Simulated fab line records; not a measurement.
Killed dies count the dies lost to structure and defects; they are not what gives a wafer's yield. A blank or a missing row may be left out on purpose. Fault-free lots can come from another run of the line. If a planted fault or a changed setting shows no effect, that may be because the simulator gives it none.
A lot that was struck, set against a sound lot -- flow gf180mcu -- 17 steps out of a route of 602
Sound: the wafers L633.1, L633.4, L633.6. Struck: wafer L629.5 (L629.3, L629.4, from the same lot, were not struck and are left out); the cause is given at the end.
Each step with rows lists, per side, the tool, then ch with its chambers, then its first start. Under that, the readings that differ: sound wafers -- struck wafers -- difference of the means -- sigmas: that difference in standard deviations of wafers without a fault.
alike: same words and numbers on both sides, and readings whose means sit less than 2 such deviations apart. not compared: any withheld reading, any reading some wafer has no value for, any bound like >300 that may hide the same value, and any number with overlapping values for which the record gives no deviation.
The two part at a step that has a row with sigmas, a row that says differs or no value, or rows on one side only. Numbers that don't overlap but have no deviation are shown without sigmas and don't part them. Lack of a reading on every wafer of one side parts them only where that side has two or more wafers.

first, 4 steps without rows for these wafers: GF_M2_SOFTBAKE_10 (time 60 s); GF_M2_EXPOSE_11 (exposes mask Metal2, target cd 280 nm); GF_M2_PEB_12 (peb time 90 s); GF_M2_DEVELOP_13 (develop time 60 s).
GF_M2_CD_MEAS_14 targets a cd of 280 nm.
  sound on cd_sem-02 at day 25 11:21; struck on cd_sem-01 at day 24 00:35
  alike: cd_nm
GF_M2_OVL_MEAS_15:
  sound on overlay-01 at day 25 11:28; struck on overlay-02 at day 24 00:41
  alike: M2_OVL
GF_M2_METAL_ETCH_16: etches the open film in Cl2/BCl3, stops on SiO2, target depth 750.8 nm, time 125.1 s.
  sound on rie_metal-03 ch 0,1, day 25 11:31; struck on rie_metal-04 ch 0, day 24 00:44
reading,sound,struck,difference,sigmas
throttle_valve_pct (%),28.217 28.218 28.235,28.245,+0.022,+2
  alike: bias_w, drypump_motor_current_A, oes_product_au
  not compared: rf_hours_counter_h
GF_M2_STRIP_17: strips in O2/N2.
  sound on plasma_asher-04 ch 0,1, day 25 11:38; struck on plasma_asher-03 ch 0, day 24 00:52
reading,sound,struck,difference,sigmas
oes_product_au (a.u.),0.547 0.542 0.537,0.531,-0.011,-2
  alike: drypump_motor_current_A, heater_power_w, strip_time_to_endpoint_s
  not compared: rf_hours_counter_h
then, 3 steps without rows for these wafers: GF_M2_STRIP_18 (strips in post etch residue remover, time 1200 s); GF_M2_CLEAN_19 (cleans in DIW); GF_V2_CVD_00 (deposits SiO2, target thk 600 nm, time 100 s).
GF_V2_THK_MEAS_01:
  sound on film_metro-03 at day 25 12:16; struck on film_metro-03 at day 24 01:28
  alike: V2_CVD_00_THK
GF_V2_CVD_02: deposits SiO2 from TEOS, target thk 850 nm, time 94.851 s.
  sound on pecvd-03 ch 0,2, day 25 12:19; struck on pecvd-02 ch 0, day 24 01:30
reading,sound,struck,difference,sigmas
model.SiO2_of_V2_CVD_02.thk_nm (nm),831.9 849.7 871.4,1462,+611,
  alike: heater_power_w
GF_V2_THK_MEAS_03:
  sound on film_metro-03 at day 25 12:25; struck on film_metro-03 at day 24 01:52
reading,sound,struck,difference,sigmas
V2_CVD_02_THK (nm),831 850 872,1463,+612,+44
  not compared: hold
GF_V2_CMP_04: polishes SiO2.
  sound on cmp-02 ch 0,2,3, day 25 12:32; struck on cmp-01 ch 3, day 24 05:43
reading,sound,struck,difference,sigmas
hold,- - -,await_dispo/3.8h/release,no value on the sound wafers,
motor_current_A (A),12.9 12.6 12.0,15.4,+2.9,+3
time_to_endpoint_s (s),72 75 87,291,+213,+33
  alike: slurry_filter_dp_kPa
GF_V2_BOW_MEAS_05:
  sound on film_metro-03 at day 25 12:47; struck on film_metro-01 at day 24 06:01
  alike: V2_BOW
next, for these wafers, 1 step has no rows: GF_PASSIVATION_PROBE_99.

== WHERE THEY PART ==
Last at GF_V2_CMP_04 as far as this record goes, first at GF_M2_METAL_ETCH_16. Later steps at which nothing parts them and some readings are alike: GF_V2_BOW_MEAS_05.

WHY: what had been put in by the simulator
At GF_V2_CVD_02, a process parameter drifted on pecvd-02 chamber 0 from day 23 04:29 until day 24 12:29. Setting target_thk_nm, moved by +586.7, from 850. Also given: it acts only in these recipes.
